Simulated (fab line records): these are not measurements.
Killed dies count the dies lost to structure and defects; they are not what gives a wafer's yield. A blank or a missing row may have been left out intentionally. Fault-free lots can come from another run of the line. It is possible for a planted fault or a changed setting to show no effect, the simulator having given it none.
The same fault as seen by 2 desks / flow gf180mcu / each desk has only its own numbers; what lay behind them comes last

## THE METROLOGY DESK
What the gauges read, lot by lot, whatever tool the lot ran on: means of the sampled wafers that have a number. Any lot whose mean is over 4 standard deviations away from the usual mean is out of limits and marked OUT; that distance is given in the brackets.
Columns: A = NWELL_OVL at GF_NWELL_OVL_MEAS_07, usual 1.0 nm; B = DUAL_GATE_OVL at GF_DUAL_GATE_OVL_MEAS_11, usual 0.4 nm
lot=L835; first seen here=day 3 19:55; A=-0.2; B=2.7
lot=L837; first seen here=day 4 05:14; A=2.0; B=0.6
lot=L840; first seen here=day 5 00:55; A=2.8; B=0.0
lot=L841; first seen here=day 5 05:03; A=0.4; B=0.3
lot=L842; first seen here=day 5 08:32; A=1.7; B=1.3
lot=L843; first seen here=day 5 13:04; A=1.0; B=2.3
lot=L844; first seen here=day 5 22:39; A=3.8; B=0.0
lot=L846; first seen here=day 6 08:28; A=-0.3; B=1.1
lot=L847; first seen here=day 6 12:37; A=1.1; B=-0.8
lot=L848; first seen here=day 6 16:39; A=1.5; B=1.1
lot=L852; first seen here=day 7 16:56; A=-1.0; B=0.5
lot=L853; first seen here=day 7 19:52; A=1.6; B=-1.2
lot=L855; first seen here=day 8 07:16; A=1.1; B=-1.3
lot=L856; first seen here=day 8 14:43; A=1.5; B=-1.0
This desk's finding: nothing out of limits on any of the 14 lots.

## DESK OF THE TOOL OWNER: litho-track-04
The tool's own readings at GF_NWELL_COAT_02 (resist thk 3000 nm): means of the sampled wafers that have a number, for each lot that ran on this tool. Any lot whose mean is over 4 standard deviations away from the usual mean is out of limits and marked OUT; that distance is given in the brackets.
Columns: A = exhaust-pa at GF_NWELL_COAT_02, usual 45.1 Pa; B = resist-line-temp-C at GF_NWELL_COAT_02, usual 22.99 C
lot=L835; first seen here=day 3 13:32; A=45.0; B=22.94
lot=L841; first seen here=day 4 21:46; A=46.3; B=23.02
lot=L842; first seen here=day 5 01:38; A=44.9; B=23.08
lot=L844; first seen here=day 5 14:46; A=45.2; B=22.93
lot=L846; first seen here=day 6 01:08; A=46.0; B=23.06
lot=L847; first seen here=day 6 05:08; A=44.7; B=23.10
This desk's finding: nothing out of limits on any of the 6 lots.

## PUT TOGETHER
The metrology desk saw nothing out of limits.
The tool owner's desk saw nothing out of limits.

## WHAT THE SIMULATOR HAD PUT IN
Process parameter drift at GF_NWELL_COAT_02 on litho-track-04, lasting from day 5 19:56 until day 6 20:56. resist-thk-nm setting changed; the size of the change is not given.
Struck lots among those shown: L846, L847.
